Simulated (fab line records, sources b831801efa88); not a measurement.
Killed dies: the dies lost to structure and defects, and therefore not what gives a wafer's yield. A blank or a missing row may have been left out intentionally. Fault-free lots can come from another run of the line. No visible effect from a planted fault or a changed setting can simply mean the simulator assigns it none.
Matching of chambers :: flow sfq_line :: SFQ_TRILAYER_I1_CMP_CMP_046 on cmp-01 has 4 sister chambers
The step polishes SiO2. 7 wafers are shown with their chamber, then 9 later ones without.

== WAFERS, EACH WITH ITS CHAMBER ==
wafer: L408.2
chamber: 2
motor_current_A (A): 9.2
time_to_endpoint_s (s): 216

wafer: L415.3
chamber: 0
motor_current_A (A): 11.3
time_to_endpoint_s (s): 215

wafer: L415.2
chamber: 3
motor_current_A (A): 11.6
time_to_endpoint_s (s): 208

wafer: L415.6
chamber: 1
motor_current_A (A): 11.6
time_to_endpoint_s (s): 213

wafer: L416.2
chamber: 1
motor_current_A (A): 11.5
time_to_endpoint_s (s): 205

wafer: L416.3
chamber: 0
motor_current_A (A): 12.1
time_to_endpoint_s (s): 209

wafer: L416.4
chamber: 3
motor_current_A (A): 12.2
time_to_endpoint_s (s): 214

== WAFERS WITHOUT THEIR CHAMBER ==
wafer: L425.3
motor_current_A (A): 9.4
time_to_endpoint_s (s): 228

wafer: L425.5
motor_current_A (A): 12.0
time_to_endpoint_s (s): 238

wafer: L425.6
motor_current_A (A): 11.6
time_to_endpoint_s (s): 239

wafer: L426.3
motor_current_A (A): 11.2
time_to_endpoint_s (s): 226

wafer: L426.1
motor_current_A (A): 11.7
time_to_endpoint_s (s): 227

wafer: L426.2
motor_current_A (A): 9.9
time_to_endpoint_s (s): 232

wafer: L429.1
motor_current_A (A): 11.1
time_to_endpoint_s (s): 210

wafer: L429.2
motor_current_A (A): 9.7
time_to_endpoint_s (s): 211

wafer: L429.5
motor_current_A (A): 11.4
time_to_endpoint_s (s): 219

== CHAMBER TAKEN BY EACH ==
wafer: L425.3
from the rows above: 2
in truth: 2

wafer: L425.5
from the rows above: can't be placed: 0 or 3 or 1
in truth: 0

wafer: L425.6
from the rows above: can't be placed: 0 or 3 or 1 or 2
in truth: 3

wafer: L426.3
from the rows above: can't be placed: 0 or 3 or 1
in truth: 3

wafer: L426.1
from the rows above: can't be placed: 0 or 3 or 1
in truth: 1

wafer: L426.2
from the rows above: 2
in truth: 2

wafer: L429.1
from the rows above: can't be placed: 1 or 0 or 3
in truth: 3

wafer: L429.2
from the rows above: 2
in truth: 2

wafer: L429.5
from the rows above: can't be placed: 0 or 3 or 1
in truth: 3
3 of 9 placed correctly. Cannot be placed on the basis of these rows: 6; the candidates contain the true chamber in 6. Wrongly placed: 0.
How it was worked out, from the rows above alone: a wafer's distance from a chamber is the root of the sum, over the readings, of the square of ((its reading less the chamber's mean) divided by the reading's scatter). The wafer belongs to the nearest chamber; if the next one is less than 2 further off, it can't be placed. For every chamber, the mean is computed from those of its wafers that are shown. The scatter is the square root of a quotient: the sum, over the shown wafers, of each reading's squared deviation from its chamber's mean, divided by wafers minus chambers.
